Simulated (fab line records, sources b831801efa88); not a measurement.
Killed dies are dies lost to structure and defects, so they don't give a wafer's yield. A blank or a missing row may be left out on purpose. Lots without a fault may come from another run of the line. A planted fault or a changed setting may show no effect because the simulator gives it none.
One fault seen from 2 desks | flow sky130 | each desk has only its own numbers; what lay behind them comes last

THE METROLOGY DESK
What the gauges read, lot by lot, whatever tool the lot ran on: means of the sampled wafers that have a number. A lot is out of limits, marked OUT, if its mean lies more than 4 standard deviations from the usual mean; the brackets give that distance.
Columns: A = CAPM_CVD_00_THK at SKY_CAPM_THK_MEAS_01, usual 15.54 nm; B = cd_nm at SKY_VIA3_CD_MEAS_12, usual 199.5 nm
lot  | first seen here | A     | B
L249 | day 37 06:05    | 15.45 | 199.1
L250 | day 37 07:43    | 15.36 | 197.5
L251 | day 37 11:44    | 15.63 | 200.0
L252 | day 37 20:56    | 15.46 | 199.7
L254 | day 38 20:39    | 15.53 | 200.1
L255 | day 39 06:52    | 15.80 | 197.6
L257 | day 39 16:42    | 15.62 | 201.0
L256 | day 39 23:44    | 15.51 | 197.7
L264 | day 41 14:28    | 15.62 | 198.0
L267 | day 42 05:59    | 15.51 | 199.4
This desk's finding: nothing out of limits on any of the 10 lots.

THE TOOL OWNER'S DESK: pvd_sputter-02
The tool's own readings at SKY_METAL3_SPUTTER_02 (material AlCu, target thk 735 nm, time 39.1 s): means of the sampled wafers that have a number, for each lot that ran on this tool. A lot is out of limits, marked OUT, if its mean lies more than 4 standard deviations from the usual mean; the brackets give that distance.
Columns: A = throttle_valve_pct at SKY_METAL3_SPUTTER_02, usual 29.3 %
lot  | first seen here | A
L249 | day 37 05:56    | 28.3
L251 | day 37 11:34    | 28.6
L255 | day 39 06:43    | 29.4
L257 | day 39 16:34    | 30.5
L256 | day 39 23:36    | 29.3
L264 | day 41 14:20    | 30.4
This desk's finding: nothing out of limits on any of the 6 lots.

PUT TOGETHER
The metrology desk saw nothing out of limits.
The tool owner's desk saw nothing out of limits.

WHAT THE SIMULATOR HAD PUT IN
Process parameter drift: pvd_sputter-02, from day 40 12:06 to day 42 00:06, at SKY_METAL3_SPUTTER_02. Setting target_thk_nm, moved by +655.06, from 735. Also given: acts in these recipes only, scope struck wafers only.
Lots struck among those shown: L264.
